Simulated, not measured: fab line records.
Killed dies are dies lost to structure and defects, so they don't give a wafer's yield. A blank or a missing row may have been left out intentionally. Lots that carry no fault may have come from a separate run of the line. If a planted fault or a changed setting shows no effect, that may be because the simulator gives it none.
Problem report in the 8D (eight disciplines) form, filled by code / flow sky130 / the parts of the form that need people (team, actions taken, sign-off) are left out

1. THE PROBLEM
Mean of stripTimeToEndpointS at SKY_PWDE_STRIP_09: 35.49 s across 9 wafers in 3 lots; on wafers with no fault it is 36.92 s (standard deviation 0.11). Relative to the usual mean, that is a shift of -13 standard deviations.
The step: strips in O2/N2.
Earliest sighting: wafer L591.3 on plasmaAsher-03 at day 8 01:58. Wafers with a number at this step in the record: 39, from 13 lots. Rule for "out" (also "out of limits"): further than 4 standard deviations from the usual mean. The rest of the wafers with a number are treated as sound.

2. WHAT IT IS, WHAT IT ISN'T
question=which readings at this step | is=stripTimeToEndpointS | is not=drypumpMotorCurrentA
question=which lots | is=L591, L592, L593 | is not=L574, L575, L579, L580, L583, L584, L585, L586, L590, L594
question=which wafers of those lots | is=all that have a number | is not=-
question=read on which tools | is=plasmaAsher-03 | is not=plasmaAsher-01, plasmaAsher-04
question=when | is=from day 8 01:58 | is not=up to then (27 sound wafers); but 3 sound wafers of L594 came after

3. SUSPECTS, AND WHAT RULES EACH OUT
Counting: a tool at any process step up to the reading remains a suspect when it ran all the lots that are out and ran no sound lot after the first of those.
- lithoTrack-04 at SKY_PWDE_COAT_02 (resist thk 3000 nm): kept. All lots that are out passed through it, beginning with L591 at day 7 15:27, and no sound lot followed; its final sound lot before that point was L586 at day 6 11:35.
- plasmaAsher-03 at SKY_PWDE_STRIP_09 (strips in O2/N2): kept. All lots that are out passed through it, beginning with L591 at day 8 01:58, and no sound lot followed; its final sound lot before that point was L584 at day 6 16:44. Its own stripTimeToEndpointS readings are out on those wafers.
After counting, lithoTrack-04 at SKY_PWDE_COAT_02 and plasmaAsher-03 at SKY_PWDE_STRIP_09 remain.

4. THE CAUSE (what the simulator had put in)
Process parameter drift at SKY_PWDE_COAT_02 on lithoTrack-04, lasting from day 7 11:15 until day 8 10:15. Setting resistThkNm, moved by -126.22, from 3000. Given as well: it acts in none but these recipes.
After counting, 2 suspects remain, this tool included.

5. SEQUENCE OF EFFECTS, ordered by route
Each row: a reading whose mean over the struck wafers that have a number lies more than 3 standard deviations from the usual. Readings are gone through only where the record gives a usual standard deviation; hours: the median, over the lots, of the time from a lot's start at the first step in this table giving one to that lot's start at this step; sigmas: the change measured in usual standard deviations.
hours=0; step=SKY_PWDE_STRIP_09; reading=stripTimeToEndpointS; usual=36.92 s; on struck wafers=35.49; change=-1.43; sigmas=-13
Its process steps:
- SKY_PWDE_STRIP_09: strips in O2/N2.
Later measuring or inspecting steps at which every struck wafer that the step has a row for has a number for every such reading, and none has moved that far: SKY_SONOS_TUNNEL_CD_MEAS_07, SKY_GATE_OXIDE_THK_MEAS_02, SKY_GATE_OXIDE_OVL_MEAS_10.

6. HOW IT WOULD HAVE BEEN CAUGHT EARLIER
First out-of-limits reading in this record: day 8 01:58, which is 15 hours after fault onset at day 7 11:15.
Lots out: 3; of these, L593 started SKY_PWDE_COAT_02 on lithoTrack-04 after day 8 01:58. Holding the tool at that time would have saved it.
